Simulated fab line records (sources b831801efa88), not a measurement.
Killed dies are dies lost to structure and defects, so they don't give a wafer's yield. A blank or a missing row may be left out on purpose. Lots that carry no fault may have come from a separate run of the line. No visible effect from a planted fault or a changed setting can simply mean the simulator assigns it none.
Shared-tool check | flow sky130 | 12 lots, 36 wafers sampled

== WHAT PROMPTED THE OPENING ==
3 of 12 lots carry a flag on the reading VT_ADJUST_HVTP_TW at SKY_VT_ADJUST_HVTP_TW_MEAS_11. No-fault wafers: 1359, standard deviation 6.4.
Rule: a lot gets a flag if all its wafers with a number sit over 4 standard deviations from that mean, or if no wafer of it has a number. The rest of the lots are taken to be sound.

lot  | measured     | on            | VT_ADJUST_HVTP_TW, wafer by wafer | flag
L259 | day 7 12:46  | film_metro-02 | 1358 1358 1360                    |
L261 | day 8 13:18  | film_metro-01 | 1371 1364 1371                    |
L262 | day 8 13:35  | film_metro-02 | 1352 1361 1355                    |
L264 | day 9 00:56  | film_metro-02 | 1353 1354 1350                    |
L266 | day 10 02:31 | film_metro-02 | 1359 1357 1357                    |
L268 | day 10 12:44 | film_metro-01 | 1374 1367 1372                    |
L269 | day 10 15:23 | film_metro-02 | 1377 1357 1356                    |
L271 | day 10 18:23 | film_metro-02 | 1369 1358 1353                    |
L272 | day 11 00:47 | film_metro-01 | 1354 1356 1352                    |
L274 | day 11 17:37 | film_metro-04 | 1324 1322 1327                    | FLAGGED
L275 | day 11 22:53 | film_metro-01 | 1320 1310 1317                    | FLAGGED
L276 | day 12 05:56 | film_metro-01 | 1326 1327 1319                    | FLAGGED
Average over the flagged lots: 1321; offset from the usual -38, equal to -6 standard deviations.

== WHICH TOOL EACH LOT WENT THROUGH ==
The record keeps 1 process step preceding the reading, out of 708 steps on the route. Read each cell as the tool, then ch plus the chambers that the sampled wafers visited, then the start.
lot  | flag    | SKY_VT_ADJUST_HVTP_IMPLANT_09
L259 |         | implanter-04 ch 0, day 7 12:32
L261 |         | implanter-02 ch 0, day 8 13:04
L262 |         | implanter-01 ch 0, day 8 13:21
L264 |         | implanter-04 ch 0, day 9 00:43
L266 |         | implanter-01 ch 0, day 10 02:17
L268 |         | implanter-01 ch 0, day 10 12:30
L269 |         | implanter-01 ch 0, day 10 15:09
L271 |         | implanter-02 ch 0, day 10 18:09
L272 |         | implanter-01 ch 0, day 11 00:32
L274 | FLAGGED | implanter-01 ch 0, day 11 17:22
L275 | FLAGGED | implanter-01 ch 0, day 11 22:38
L276 | FLAGGED | implanter-01 ch 0, day 12 05:41
What is done by these steps:
- SKY_VT_ADJUST_HVTP_IMPLANT_09
- SKY_VT_ADJUST_HVTP_TW_MEAS_11

== FLAGGED OVER TOTAL, TOOL BY TOOL (the gauges that took the reading come last) ==
step                          | tool          | lots run | flagged | share of the flagged lots | sound lots run after its first flagged lot
SKY_VT_ADJUST_HVTP_IMPLANT_09 | implanter-01  | 8        | 3       | all                       | 0
SKY_VT_ADJUST_HVTP_IMPLANT_09 | implanter-02  | 2        | 0       | none                      | -
SKY_VT_ADJUST_HVTP_IMPLANT_09 | implanter-04  | 2        | 0       | none                      | -
SKY_VT_ADJUST_HVTP_TW_MEAS_11 | film_metro-01 | 5        | 2       | some                      | 0
SKY_VT_ADJUST_HVTP_TW_MEAS_11 | film_metro-02 | 6        | 0       | none                      | -
SKY_VT_ADJUST_HVTP_TW_MEAS_11 | film_metro-04 | 1        | 1       | some                      | 0

== THE TABLE: WHAT IT ALLOWS ==
All flagged lots share 1 row of the table, namely implanter-01 at SKY_VT_ADJUST_HVTP_IMPLANT_09.
- implanter-01 at SKY_VT_ADJUST_HVTP_IMPLANT_09 ran 8 lots, 3 of them flagged. Its last sound lot is L272 (day 11 00:32), its first flagged lot L274 (day 11 17:22): a fault that began between those two fits. Its own readings lie more than 4 standard deviations out on every wafer of the flagged lots: dose_ions_cm2.
implanter-01 at SKY_VT_ADJUST_HVTP_IMPLANT_09 is the single tool remaining.

== WHAT WAS PUT IN BY THE SIMULATOR ==
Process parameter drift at SKY_VT_ADJUST_HVTP_IMPLANT_09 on implanter-01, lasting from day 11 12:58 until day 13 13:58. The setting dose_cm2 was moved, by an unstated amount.
Struck lots among those shown: L274, L275, L276. The rule given above showed the same thing.
